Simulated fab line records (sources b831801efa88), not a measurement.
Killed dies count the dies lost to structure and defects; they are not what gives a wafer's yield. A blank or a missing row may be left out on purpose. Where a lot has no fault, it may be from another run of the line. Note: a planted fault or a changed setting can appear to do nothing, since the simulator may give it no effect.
Comparing a struck lot with a sound one + flow gf180mcu + 19 out of 602 route steps
Sound: the wafers L103.2, L103.3, L103.4. Struck: wafers L112.1, L112.5 (left out: L112.2, a lot-mate that was not struck); the cause follows at the end.
Each step with rows lists, per side, the tool, then ch with its chambers, then its first start. Under that, the readings that differ: sound wafers + struck wafers + difference of the means + sigmas: that difference in standard deviations of wafers without a fault.
alike: a reading whose means differ by less than 2 such deviations, as well as words and numbers matching on both sides. not compared: withheld readings; readings where some wafer has no value; bounds like >300 that might hide an equal value; numbers whose values overlap and for which the record gives no deviation.
The two part at a step that has a row with sigmas, a row that says differs or no value, or rows on one side only. Numbers that have no deviation but don't overlap get no sigmas and don't part them. Lack of a reading on every wafer of one side parts them only where that side has two or more wafers.

GF_CONTACT_CMP_27: polishes, stops on SiO2, t overpolish 15 s, target thk 0 nm.
  sound on cmp-02 ch 0,1,3, day 18 06:48; struck on cmp-01 ch 1,3, day 21 22:38
  alike: motorCurrentA, overpolishRunS, timeToEndpointS
then, 2 steps without rows for these wafers: GF_M1_SPUTTER_00 (material Ti, target thk 37.5 nm, time 150 s); GF_M1_SPUTTER_01 (material TiN, target thk 30 nm, time 25 s).
GF_M1_SPUTTER_02: material AlCu, target thk 450 nm, time 23.9 s.
  sound on pvdSputter-03 at day 18 07:14; struck on pvdSputter-03 at day 21 23:04
  alike: throttleValvePct
GF_M1_SPUTTER_03: material Ti, target thk 10 nm, time 6.7 s.
  sound on pvdSputter-03 at day 18 07:16; struck on pvdSputter-03 at day 21 23:05
  alike: throttleValvePct
GF_M1_SPUTTER_04: material TiN, target thk 50 nm, time 41.7 s.
  sound on pvdSputter-03 at day 18 07:17; struck on pvdSputter-03 at day 21 23:07
  alike: throttleValvePct
GF_M1_RS_MEAS_05: a four-point-probe measurement.
  sound on filmMetro-02 at day 18 07:20; struck on filmMetro-02 at day 21 23:09
  alike: M1_ALCU_RS
GF_M1_THK_MEAS_06: measures by xrf.
  sound on filmMetro-02 at day 18 07:27; struck on filmMetro-02 at day 21 23:16
  alike: M1_ALCU_THK
then, 4 steps without rows for these wafers: GF_M1_DEHYDRATE_07 (time 60 s); GF_M1_HMDS_08 (prime time 60 s); GF_M1_COAT_09 (resist thk 1000 nm); GF_M1_SOFTBAKE_10 (time 60 s).
GF_M1_EXPOSE_11: exposes mask Metal1, target cd 230 nm.
  sound on krfScanner-02 ch 0, day 18 19:11; struck on krfScanner-02 ch 0, day 22 11:10
  alike: mask
then, 2 steps without rows for these wafers: GF_M1_PEB_12 (peb time 90 s); GF_M1_DEVELOP_13 (develop time 60 s).
GF_M1_CD_MEAS_14: target cd 230 nm.
  sound on cdSem-01 at day 19 07:20; struck on cdSem-02 at day 22 22:47
| reading   | sound             | struck      | difference | sigmas |
|-----------|-------------------|-------------|------------|--------|
| cdNm (nm) | 228.5 227.9 228.0 | 125.4 123.9 | -103.5     | -80    |
GF_M1_OVL_MEAS_15:
  sound on overlay-02 at day 19 07:27; struck on overlay-02 at day 22 22:55
  alike: M1_OVL
GF_M1_METAL_ETCH_16: etches the open film in Cl2/BCl3, stops on SiO2, target depth 627.5 nm, time 104.6 s.
  sound on rieMetal-03 ch 0, day 19 07:31; struck on rieMetal-04 ch 0, day 22 22:57
| reading            | sound             | struck      | difference | sigmas |
|--------------------|-------------------|-------------|------------|--------|
| model.M1.cdNm (nm) | 227.7 229.4 229.4 | 125.6 123.3 | -104.4     |        |
  alike: drypumpMotorCurrentA, oesProductAu, throttleValvePct
  not compared: rfHoursCounterH
GF_M1_STRIP_17: strips in O2/N2.
  sound on plasmaAsher-03 ch 0,1, day 19 07:42; struck on plasmaAsher-02 ch 0, day 22 23:04
  alike: drypumpMotorCurrentA, heaterPowerW, oesProductAu, stripTimeToEndpointS
  not compared: rfHoursCounterH

WHERE THEY PART
GF_M1_CD_MEAS_14 only, going by this record. Later steps at which nothing parts them and some readings are alike: GF_M1_OVL_MEAS_15, GF_M1_METAL_ETCH_16, GF_M1_STRIP_17.

WHY: whatever the simulator had introduced
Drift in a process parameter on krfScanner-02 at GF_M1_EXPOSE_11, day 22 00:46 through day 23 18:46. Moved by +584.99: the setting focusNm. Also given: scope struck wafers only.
